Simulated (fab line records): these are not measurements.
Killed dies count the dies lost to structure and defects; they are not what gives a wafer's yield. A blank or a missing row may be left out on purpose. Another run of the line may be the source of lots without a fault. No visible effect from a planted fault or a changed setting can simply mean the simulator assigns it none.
Matching of chambers :: flow sky130 :: rie_diel-02 running SKY_CONTACT_ETCH_16: 4 sister chambers
The step etches BARC in N2/H2, stops on SiO2, time 45.9 s, target depth 60 nm. 16 wafers are shown with their chamber, then 8 later ones without.

## WAFERS, EACH WITH ITS CHAMBER
wafer: L367.2
chamber: 2
drypump_motor_current_A (A): 4.9
throttle_valve_pct (%): 13.223
oes_product_au (a.u.): 0.850

wafer: L367.3
chamber: 0
drypump_motor_current_A (A): 6.2
throttle_valve_pct (%): 13.213
oes_product_au (a.u.): 0.861

wafer: L367.5
chamber: 3
drypump_motor_current_A (A): 6.3
throttle_valve_pct (%): 13.233
oes_product_au (a.u.): 0.858

wafer: L370.1
chamber: 2
drypump_motor_current_A (A): 4.9
throttle_valve_pct (%): 13.243
oes_product_au (a.u.): 0.857

wafer: L370.2
chamber: 1
drypump_motor_current_A (A): 6.7
throttle_valve_pct (%): 13.235
oes_product_au (a.u.): 0.849

wafer: L370.6
chamber: 0
drypump_motor_current_A (A): 6.2
throttle_valve_pct (%): 13.241
oes_product_au (a.u.): 0.858

wafer: L372.1
chamber: 2
drypump_motor_current_A (A): 4.9
throttle_valve_pct (%): 13.223
oes_product_au (a.u.): 0.858

wafer: L372.4
chamber: 3
drypump_motor_current_A (A): 6.3
throttle_valve_pct (%): 13.228
oes_product_au (a.u.): 0.856

wafer: L372.6
chamber: 1
drypump_motor_current_A (A): 6.7
throttle_valve_pct (%): 13.244
oes_product_au (a.u.): 0.855

wafer: L371.1
chamber: 3
drypump_motor_current_A (A): 6.3
throttle_valve_pct (%): 13.220
oes_product_au (a.u.): 0.854

wafer: L371.4
chamber: 0
drypump_motor_current_A (A): 6.2
throttle_valve_pct (%): 13.241
oes_product_au (a.u.): 0.854

wafer: L371.6
chamber: 1
drypump_motor_current_A (A): 6.7
throttle_valve_pct (%): 13.225
oes_product_au (a.u.): 0.857

wafer: L374.1
chamber: 3
drypump_motor_current_A (A): 6.3
throttle_valve_pct (%): 13.201
oes_product_au (a.u.): 0.863

wafer: L374.5
chamber: 1
drypump_motor_current_A (A): 6.7
throttle_valve_pct (%): 13.233
oes_product_au (a.u.): 0.863

wafer: L374.6
chamber: 2
drypump_motor_current_A (A): 4.9
throttle_valve_pct (%): 13.232
oes_product_au (a.u.): 0.852

wafer: L376.3
chamber: 3
drypump_motor_current_A (A): 6.4
throttle_valve_pct (%): 13.235
oes_product_au (a.u.): 0.855

SIGNATURES, as means of the wafers listed above
reading: drypump_motor_current_A
chamber 0: 6.200
chamber 1: 6.700
chamber 2: 4.900
chamber 3: 6.320
scatter within a chamber: 0.0258

reading: throttle_valve_pct
chamber 0: 13.23167
chamber 1: 13.23425
chamber 2: 13.23025
chamber 3: 13.22340
scatter within a chamber: 0.012

reading: oes_product_au
chamber 0: 0.85767
chamber 1: 0.85600
chamber 2: 0.85425
chamber 3: 0.85720
scatter within a chamber: 0.00428
Rule: distance of a wafer from a chamber = root of the sum over the readings of ((wafer's reading minus chamber's mean) / reading's scatter) squared. The wafer belongs to the nearest chamber; if the next one is less than 2 further off, it can't be placed. How the scatter is found: for the shown wafers, subtract from each reading the mean of its chamber, square and add these, divide the total by (wafers less chambers), then take the root.

## WAFERS WITH NO CHAMBER GIVEN
wafer: L376.4
drypump_motor_current_A (A): 6.2
throttle_valve_pct (%): 13.224
oes_product_au (a.u.): 0.862

wafer: L376.6
drypump_motor_current_A (A): 4.9
throttle_valve_pct (%): 13.220
oes_product_au (a.u.): 0.860

wafer: L380.2
drypump_motor_current_A (A): 4.9
throttle_valve_pct (%): 13.221
oes_product_au (a.u.): 0.856

wafer: L380.5
drypump_motor_current_A (A): 4.9
throttle_valve_pct (%): 13.229
oes_product_au (a.u.): 0.850

wafer: L380.6
drypump_motor_current_A (A): 6.8
throttle_valve_pct (%): 13.225
oes_product_au (a.u.): 0.850

wafer: L382.1
drypump_motor_current_A (A): 4.9
throttle_valve_pct (%): 13.209
oes_product_au (a.u.): 0.850

wafer: L382.3
drypump_motor_current_A (A): 6.3
throttle_valve_pct (%): 13.225
oes_product_au (a.u.): 0.859

wafer: L382.6
drypump_motor_current_A (A): 6.2
throttle_valve_pct (%): 13.233
oes_product_au (a.u.): 0.860

## WHICH CHAMBER EACH ONE RAN IN
wafer: L376.4
from the rows above: 0
in truth: 0

wafer: L376.6
from the rows above: 2
in truth: 2

wafer: L380.2
from the rows above: 2
in truth: 2

wafer: L380.5
from the rows above: 2
in truth: 2

wafer: L380.6
from the rows above: 1
in truth: 1

wafer: L382.1
from the rows above: 2
in truth: 2

wafer: L382.3
from the rows above: 3
in truth: 3

wafer: L382.6
from the rows above: 0
in truth: 0
Placed correctly: 8 of 8. Left unplaced by these rows: 0. 0 placed wrongly.
